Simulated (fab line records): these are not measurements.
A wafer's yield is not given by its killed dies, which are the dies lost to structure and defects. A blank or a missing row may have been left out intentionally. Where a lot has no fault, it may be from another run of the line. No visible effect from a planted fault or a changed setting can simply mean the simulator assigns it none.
Chamber matching || flow gf180mcu || 4 sister chambers for GF_CONTACT_CMP_27 on cmp-02
The step polishes, stops on SiO2, t overpolish 15 s, target thk 0 nm. 8 wafers are shown with their chamber, then 8 later ones without.

WAFERS, EACH WITH ITS CHAMBER
{"wafer": "L782.2", "chamber": 3, "motor_current_A (A)": 9.8, "time_to_endpoint_s (s)": 67}
{"wafer": "L782.4", "chamber": 0, "motor_current_A (A)": 11.0, "time_to_endpoint_s (s)": 72}
{"wafer": "L782.5", "chamber": 1, "motor_current_A (A)": 12.7, "time_to_endpoint_s (s)": 72}
{"wafer": "L783.1", "chamber": 1, "motor_current_A (A)": 12.1, "time_to_endpoint_s (s)": 70}
{"wafer": "L784.3", "chamber": 2, "motor_current_A (A)": 13.4, "time_to_endpoint_s (s)": 78}
{"wafer": "L784.5", "chamber": 0, "motor_current_A (A)": 11.2, "time_to_endpoint_s (s)": 73}
{"wafer": "L784.6", "chamber": 3, "motor_current_A (A)": 10.1, "time_to_endpoint_s (s)": 71}
{"wafer": "L795.1", "chamber": 2, "motor_current_A (A)": 13.3, "time_to_endpoint_s (s)": 74}

WAFERS WITH NO CHAMBER GIVEN
{"wafer": "L796.3", "motor_current_A (A)": 10.0, "time_to_endpoint_s (s)": 71}
{"wafer": "L796.6", "motor_current_A (A)": 9.4, "time_to_endpoint_s (s)": 68}
{"wafer": "L798.1", "motor_current_A (A)": 12.3, "time_to_endpoint_s (s)": 76}
{"wafer": "L798.3", "motor_current_A (A)": 10.7, "time_to_endpoint_s (s)": 74}
{"wafer": "L798.4", "motor_current_A (A)": 9.8, "time_to_endpoint_s (s)": 73}
{"wafer": "L801.3", "motor_current_A (A)": 13.1, "time_to_endpoint_s (s)": 80}
{"wafer": "L801.4", "motor_current_A (A)": 12.4, "time_to_endpoint_s (s)": 73}
{"wafer": "L801.6", "motor_current_A (A)": 13.9, "time_to_endpoint_s (s)": 75}

CHAMBER TAKEN BY EACH
{"wafer": "L796.3", "from the rows above": 3, "in truth": 3}
{"wafer": "L796.6", "from the rows above": 3, "in truth": 3}
{"wafer": "L798.1", "from the rows above": "can't be placed: 1 or 2", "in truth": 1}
{"wafer": "L798.3", "from the rows above": 0, "in truth": 0}
{"wafer": "L798.4", "from the rows above": 3, "in truth": 3}
{"wafer": "L801.3", "from the rows above": 2, "in truth": 2}
{"wafer": "L801.4", "from the rows above": 1, "in truth": 1}
{"wafer": "L801.6", "from the rows above": 2, "in truth": 2}
Correct placement for 7 of the 8. Unplaceable from these rows: 1, with the true chamber sitting among the candidates in 1. Number placed wrongly: 0.
How it was worked out, from the rows above alone: a wafer's distance from a chamber is the root of the sum, over the readings, of the square of ((its reading less the chamber's mean) divided by the reading's scatter). The wafer belongs to the nearest chamber; if the next one is less than 2 further off, it can't be placed. For every chamber, the mean is computed from those of its wafers that are shown. The scatter: take each reading less its chamber's mean, square it, sum over the shown wafers, divide by the number of wafers less the number of chambers, and take the root.
